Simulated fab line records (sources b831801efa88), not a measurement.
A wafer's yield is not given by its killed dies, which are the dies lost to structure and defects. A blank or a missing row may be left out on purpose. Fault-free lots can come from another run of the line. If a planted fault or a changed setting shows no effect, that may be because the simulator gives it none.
Which tool is to blame? / flow gf180mcu / 36 wafers sampled from 12 lots at 1 step of a route of 602

## WHAT THE GAUGES SHOWED, per wafer
GF_STI_THK_MEAS_24.
lot=L075; measured=day 2 09:04; on=film metro-04; STI_CVD_23_THK (nm)=653 657 656
lot=L077; measured=day 2 19:01; on=film metro-02; STI_CVD_23_THK (nm)=646 656 656
lot=L079; measured=day 3 04:44; on=film metro-01; STI_CVD_23_THK (nm)=639 654 646
lot=L081; measured=day 3 15:42; on=film metro-04; STI_CVD_23_THK (nm)=645 654 651
lot=L083; measured=day 4 03:04; on=film metro-04; STI_CVD_23_THK (nm)=656 640 637
lot=L085; measured=day 4 16:55; on=film metro-02; STI_CVD_23_THK (nm)=649 660 645
lot=L087; measured=day 4 23:38; on=film metro-04; STI_CVD_23_THK (nm)=649 651 652
lot=L089; measured=day 5 13:07; on=film metro-02; STI_CVD_23_THK (nm)=656 657 655
lot=L091; measured=day 5 21:41; on=film metro-04; STI_CVD_23_THK (nm)=653 654 663
lot=L093; measured=day 6 04:31; on=film metro-01; STI_CVD_23_THK (nm)=662 642 653
lot=L095; measured=day 6 16:08; on=film metro-01; STI_CVD_23_THK (nm)=657 664 656
lot=L097; measured=day 7 02:27; on=film metro-02; STI_CVD_23_THK (nm)=657 648 644

## TOOL THAT RAN EACH LOT (tool first, then ch and the chambers of the sampled wafers, then the start)
There is no process step in the record ahead of these readings.

## THE ANSWER, worked out from the rows above alone
Rule: usual is defined by the lots themselves. The widest of any qualifying gaps counts: lots, ordered by their means at a reading, are off when they make up no more than a third of the lots, leave a main group of 4 or more, and stand apart from it by 3 or more times the standard deviation of that group's means. The tables above print the reading to a certain number of digits; a main group whose means all agree to those digits is not used. Also off: a lot with no number at a reading for which 4 or more lots have one. The other lots that the step has rows for count as sound.
Nothing can be told from this: no lot is off at any reading shown.

## WHAT THE SIMULATOR HAD PUT IN
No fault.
